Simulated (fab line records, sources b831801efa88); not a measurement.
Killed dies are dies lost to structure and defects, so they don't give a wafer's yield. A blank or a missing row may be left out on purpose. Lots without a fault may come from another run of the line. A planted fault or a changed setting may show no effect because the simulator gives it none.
Which tool did it? | flow gf180mcu | 24 lots, 72 wafers sampled, at 5 steps of a route of 602

WHAT THE GAUGES READ, wafer by wafer
GF_V3_CD_MEAS_14: target cd 260 nm.
lot  | measured     | on        | cd_nm (nm)
L074 | day 22 14:15 | cd_sem-01 | 261.3 260.0 260.5
L075 | day 22 14:34 | cd_sem-02 | 260.8 261.7 261.0
L076 | day 23 06:18 | cd_sem-02 | 260.0 259.5 259.4
L077 | day 23 09:49 | cd_sem-02 | 259.6 259.6 258.9
L078 | day 23 21:19 | cd_sem-02 | 260.2 261.2 261.9
L079 | day 24 06:42 | cd_sem-02 | 258.3 258.1 258.1
L080 | day 24 20:26 | cd_sem-02 | 259.7 259.7 260.3
L081 | day 25 03:24 | cd_sem-01 | 259.5 260.5 260.0
L082 | day 25 12:12 | cd_sem-01 | 257.8 257.9 256.5
L083 | day 25 17:34 | cd_sem-02 | 259.9 259.0 259.7
L084 | day 25 22:34 | cd_sem-02 | 261.8 260.3 262.2
L085 | day 26 04:56 | cd_sem-02 | 262.5 262.2 262.5
L086 | day 26 19:34 | cd_sem-02 | 260.2 259.0 259.1
L087 | day 27 01:04 | cd_sem-01 | 259.9 259.3 260.5
L088 | day 27 05:04 | cd_sem-01 | 258.8 260.6 260.8
L089 | day 27 13:19 | cd_sem-02 | 259.9 259.5 259.9
L090 | day 27 18:51 | cd_sem-02 | 260.8 260.5 259.8
L091 | day 28 01:34 | cd_sem-02 | 259.7 258.1 259.0
L092 | day 28 05:27 | cd_sem-01 | 260.8 261.7 261.2
L093 | day 28 20:49 | cd_sem-02 | 260.4 260.2 262.6
L094 | day 28 23:58 | cd_sem-02 | 260.1 258.5 259.5
L095 | day 29 05:07 | cd_sem-01 | 259.1 258.2 259.0
L096 | day 29 14:08 | cd_sem-01 | 261.6 261.4 261.0
L097 | day 29 23:54 | cd_sem-02 | 260.7 261.7 261.4

GF_V3_RS_MEAS_24: measures by four-point-probe.
lot  | measured     | on            | V3_W_RS (ohm/sq)
L074 | day 22 15:17 | film_metro-04 | 0.322 0.327 0.321
L075 | day 22 15:35 | film_metro-01 | 0.324 0.316 0.314
L076 | day 23 07:22 | film_metro-04 | 0.316 0.315 0.325
L077 | day 23 10:53 | film_metro-04 | 0.330 0.331 0.323
L078 | day 23 22:46 | film_metro-02 | 0.332 0.320 0.331
L079 | day 24 07:47 | film_metro-02 | 0.327 0.327 0.317
L080 | day 24 21:35 | film_metro-01 | 0.321 0.321 0.325
L081 | day 25 04:28 | film_metro-02 | 0.318 0.319 0.334
L082 | day 25 13:34 | film_metro-01 | 0.321 0.324 0.324
L083 | day 25 18:35 | film_metro-04 | 0.332 0.323 0.328
L084 | day 25 23:36 | film_metro-04 | 0.324 0.318 0.320
L085 | day 26 05:58 | film_metro-04 | 0.321 0.325 0.321
L086 | day 26 20:37 | film_metro-01 | 0.328 0.330 0.315
L087 | day 27 02:05 | film_metro-02 | 0.324 0.321 0.330
L088 | day 27 06:06 | film_metro-02 | 0.324 0.328 0.326
L089 | day 27 14:21 | film_metro-01 | 0.324 0.320 0.320
L090 | day 27 19:56 | film_metro-02 | 0.326 0.320 0.325
L091 | day 28 02:37 | film_metro-04 | 0.320 0.323 0.319
L092 | day 28 06:29 | film_metro-04 | 0.327 0.324 0.323
L093 | day 28 21:52 | film_metro-04 | 0.328 0.330 0.320
L094 | day 29 01:00 | film_metro-01 | 0.318 0.331 0.320
L095 | day 29 06:08 | film_metro-01 | 0.322 0.329 0.321
L096 | day 29 15:10 | film_metro-01 | 0.325 0.324 0.324
L097 | day 30 00:58 | film_metro-02 | 0.327 0.323 0.326

WHICH TOOL RAN EACH LOT (tool, then ch and the chambers of the sampled wafers, then the start)
lot  | GF_CONTACT_SPUTTER_23        | GF_M3_METAL_ETCH_16               | GF_M3_STRIP_17
L074 | pvd_sputter-02, day 16 07:34 | rie_metal-02 ch 0, day 21 13:16   | plasma_asher-02 ch 1, day 21 13:23
L075 | pvd_sputter-01, day 16 07:53 | rie_metal-01 ch 0,1, day 21 13:37 | plasma_asher-03 ch 0,1, day 21 13:44
L076 | pvd_sputter-04, day 16 21:59 | rie_metal-03 ch 0,1, day 22 06:12 | plasma_asher-01 ch 0,1, day 22 06:19
L077 | pvd_sputter-04, day 17 04:10 | rie_metal-01 ch 0,1, day 22 09:06 | plasma_asher-03 ch 0,1, day 22 09:13
L078 | pvd_sputter-02, day 17 16:15 | rie_metal-01 ch 0,1, day 22 21:17 | plasma_asher-01 ch 0,1, day 22 21:23
L079 | pvd_sputter-02, day 17 23:35 | rie_metal-01 ch 0,1, day 23 06:48 | plasma_asher-02 ch 0,1, day 23 06:55
L080 | pvd_sputter-01, day 18 16:22 | rie_metal-01 ch 0,1, day 23 21:05 | plasma_asher-03 ch 0,1, day 23 21:12
L081 | pvd_sputter-02, day 18 22:19 | rie_metal-03 ch 0,1, day 24 03:23 | plasma_asher-02 ch 0,1, day 24 03:30
L082 | pvd_sputter-01, day 19 09:00 | rie_metal-03 ch 0,1, day 24 12:34 | plasma_asher-03 ch 0,1, day 24 12:41
L083 | pvd_sputter-02, day 19 15:15 | rie_metal-02 ch 0,1, day 24 19:02 | plasma_asher-01 ch 0,1, day 24 19:09
L084 | pvd_sputter-01, day 19 20:36 | rie_metal-03 ch 0,1, day 24 23:41 | plasma_asher-03 ch 0, day 24 23:47
L085 | pvd_sputter-01, day 20 05:08 | rie_metal-01 ch 0,1, day 25 06:22 | plasma_asher-01 ch 0,1, day 25 06:29
L086 | pvd_sputter-01, day 20 20:29 | rie_metal-01 ch 1, day 25 21:41   | plasma_asher-02 ch 0, day 25 21:47
L087 | pvd_sputter-02, day 21 02:46 | rie_metal-03 ch 0,1, day 26 03:10 | plasma_asher-01 ch 0,1, day 26 03:17
L088 | pvd_sputter-02, day 21 08:42 | rie_metal-02 ch 0,1, day 26 07:07 | plasma_asher-03 ch 0,1, day 26 07:14
L089 | pvd_sputter-01, day 21 17:17 | rie_metal-03 ch 0,1, day 26 16:11 | plasma_asher-01 ch 0,1, day 26 16:18
L090 | pvd_sputter-04, day 22 01:01 | rie_metal-03 ch 0,1, day 26 21:36 | plasma_asher-02 ch 0,1, day 26 21:43
L091 | pvd_sputter-01, day 22 06:58 | rie_metal-02 ch 0,1, day 27 04:07 | plasma_asher-02 ch 0,1, day 27 04:14
L092 | pvd_sputter-02, day 22 13:19 | rie_metal-02 ch 0,1, day 27 08:02 | plasma_asher-01 ch 0,1, day 27 08:08
L093 | pvd_sputter-04, day 23 05:41 | rie_metal-01 ch 0, day 27 23:46   | plasma_asher-01 ch 0,1, day 27 23:57
L094 | pvd_sputter-01, day 23 08:48 | rie_metal-03 ch 0,1, day 28 03:08 | plasma_asher-02 ch 0,1, day 28 03:14
L095 | pvd_sputter-04, day 23 16:21 | rie_metal-01 ch 0, day 28 08:35   | plasma_asher-03 ch 0,1, day 28 08:46
L096 | pvd_sputter-01, day 24 03:19 | rie_metal-01 ch 1, day 28 17:50   | plasma_asher-01 ch 0,1, day 28 18:01
L097 | pvd_sputter-01, day 24 10:43 | rie_metal-02 ch 0,1, day 29 04:04 | plasma_asher-01 ch 0,1, day 29 04:11
- GF_CONTACT_SPUTTER_23: material TiN, target thk 10 nm, time 40 s.
- GF_M3_METAL_ETCH_16: etches the open film in Cl2/BCl3, stops on SiO2, target depth 627.5 nm, time 104.6 s.
- GF_M3_STRIP_17: strips in O2/N2.

WHAT THE TOOLS THEMSELVES READ (means of the sampled wafers that have a number; where no wafer has one, the mark that the record gives instead)
GF_CONTACT_SPUTTER_23.
lot  | tool           | throttle_valve_pct (%)
L074 | pvd_sputter-02 | 30.1
L075 | pvd_sputter-01 | 29.0
L076 | pvd_sputter-04 | 29.9
L077 | pvd_sputter-04 | 29.5
L078 | pvd_sputter-02 | 30.1
L079 | pvd_sputter-02 | 29.8
L080 | pvd_sputter-01 | 30.0
L081 | pvd_sputter-02 | 30.4
L082 | pvd_sputter-01 | 29.4
L083 | pvd_sputter-02 | 30.5
L084 | pvd_sputter-01 | 29.7
L085 | pvd_sputter-01 | 29.6
L086 | pvd_sputter-01 | 30.6
L087 | pvd_sputter-02 | 30.1
L088 | pvd_sputter-02 | 29.9
L089 | pvd_sputter-01 | 29.3
L090 | pvd_sputter-04 | 29.4
L091 | pvd_sputter-01 | 29.2
L092 | pvd_sputter-02 | 29.8
L093 | pvd_sputter-04 | 30.0
L094 | pvd_sputter-01 | 29.8
L095 | pvd_sputter-04 | 30.6
L096 | pvd_sputter-01 | 30.2
L097 | pvd_sputter-01 | 29.9

GF_M3_METAL_ETCH_16.
lot  | tool         | bcl3_flow_sccm (sccm) | drypump_motor_current_A (A) | oes_product_au (a.u.) | throttle_valve_pct (%)
L074 | rie_metal-02 | 39.96                 | 5.3                         | 0.973                 | 28.257
L075 | rie_metal-01 | 40.11                 | 6.2                         | 0.972                 | 28.248
L076 | rie_metal-03 | 40.01                 | 5.8                         | 0.974                 | 28.244
L077 | rie_metal-01 | 40.00                 | 6.3                         | 0.965                 | 28.253
L078 | rie_metal-01 | 39.93                 | 6.3                         | 0.966                 | 28.261
L079 | rie_metal-01 | 39.86                 | 6.2                         | 0.963                 | 28.267
L080 | rie_metal-01 | 39.99                 | 6.3                         | 0.960                 | 28.249
L081 | rie_metal-03 | 40.01                 | 5.8                         | 0.972                 | 28.255
L082 | rie_metal-03 | 40.03                 | 5.8                         | 0.973                 | 28.243
L083 | rie_metal-02 | 40.05                 | 5.2                         | 0.982                 | 28.239
L084 | rie_metal-03 | 39.98                 | 5.9                         | 0.978                 | 28.257
L085 | rie_metal-01 | 40.07                 | 6.3                         | 0.967                 | 28.261
L086 | rie_metal-01 | 39.95                 | 6.1                         | 0.971                 | 28.242
L087 | rie_metal-03 | 39.91                 | 5.9                         | 0.975                 | 28.247
L088 | rie_metal-02 | 39.97                 | 5.1                         | 0.963                 | 28.255
L089 | rie_metal-03 | 40.06                 | 5.9                         | 0.970                 | 28.251
L090 | rie_metal-03 | 39.90                 | 5.8                         | 0.969                 | 28.248
L091 | rie_metal-02 | 40.10                 | 5.2                         | 0.967                 | 28.252
L092 | rie_metal-02 | 40.03                 | 5.1                         | 0.968                 | 28.247
L093 | rie_metal-01 | 39.93                 | 6.4                         | 0.959                 | 28.251
L094 | rie_metal-03 | 40.02                 | 5.8                         | 0.973                 | 28.240
L095 | rie_metal-01 | 39.95                 | 6.4                         | 0.968                 | 28.252
L096 | rie_metal-01 | 39.93                 | 6.1                         | 0.975                 | 28.256
L097 | rie_metal-02 | 39.93                 | 5.2                         | 0.973                 | 28.254

GF_M3_STRIP_17.
lot  | tool            | drypump_motor_current_A (A) | heater_power_w (W) | oes_product_au (a.u.) | strip_time_to_endpoint_s (s)
L074 | plasma_asher-02 | 5.7                         | 310                | 0.549                 | 7.75
L075 | plasma_asher-03 | 5.1                         | 306                | 0.555                 | 7.79
L076 | plasma_asher-01 | 6.1                         | 342                | 0.552                 | 7.76
L077 | plasma_asher-03 | 5.1                         | 307                | 0.562                 | 7.87
L078 | plasma_asher-01 | 6.1                         | 342                | 0.559                 | 7.86
L079 | plasma_asher-02 | 5.3                         | 353                | 0.557                 | 7.84
L080 | plasma_asher-03 | 5.4                         | 315                | 0.559                 | 7.86
L081 | plasma_asher-02 | 5.5                         | 333                | 0.547                 | 7.75
L082 | plasma_asher-03 | 5.4                         | 313                | 0.552                 | 7.77
L083 | plasma_asher-01 | 6.1                         | 339                | 0.548                 | 7.76
L084 | plasma_asher-03 | 5.6                         | 324                | 0.547                 | 7.74
L085 | plasma_asher-01 | 5.7                         | 326                | 0.557                 | 7.87
L086 | plasma_asher-02 | 5.1                         | 388                | 0.555                 | 7.82
L087 | plasma_asher-01 | 5.8                         | 325                | 0.554                 | 7.74
L088 | plasma_asher-03 | 5.4                         | 313                | 0.554                 | 7.76
L089 | plasma_asher-01 | 5.7                         | 330                | 0.551                 | 7.78
L090 | plasma_asher-02 | 5.3                         | 358                | 0.555                 | 7.77
L091 | plasma_asher-02 | 5.5                         | 336                | 0.553                 | 7.81
L092 | plasma_asher-01 | 5.7                         | 327                | 0.555                 | 7.78
L093 | plasma_asher-01 | 5.7                         | 324                | 0.557                 | 7.85
L094 | plasma_asher-02 | 5.5                         | 328                | 0.551                 | 7.68
L095 | plasma_asher-03 | 5.1                         | 303                | 0.553                 | 7.84
L096 | plasma_asher-01 | 6.1                         | 340                | 0.553                 | 7.83
L097 | plasma_asher-01 | 6.1                         | 341                | 0.550                 | 7.76

THE ANSWER, worked out from the rows above alone
Rule: what is usual is taken from the lots themselves. Put in order of their means at a reading, lots are off if they are a third of the lots or fewer, leave a main group of 4 or more, and stand apart from it by a gap of 3 or more times the standard deviation of the main group's means; of several such gaps the widest counts. A main group whose means are all the same, to the digits that the tables above print for the reading, isn't used. A lot without any number at a reading at which 4 lots or more have one is off too. The other lots that the step has rows for count as sound. The gauges are gone through in route order, then the tools' own readings, and for those a lot's mean is taken as printed above. The first step at which some lot is off is used, and at that step the reading that is off furthest; a lot without a number counts as furthest.
No lot is off at any reading shown: from this, nothing can be told.

WHAT THE SIMULATOR HAD PUT IN
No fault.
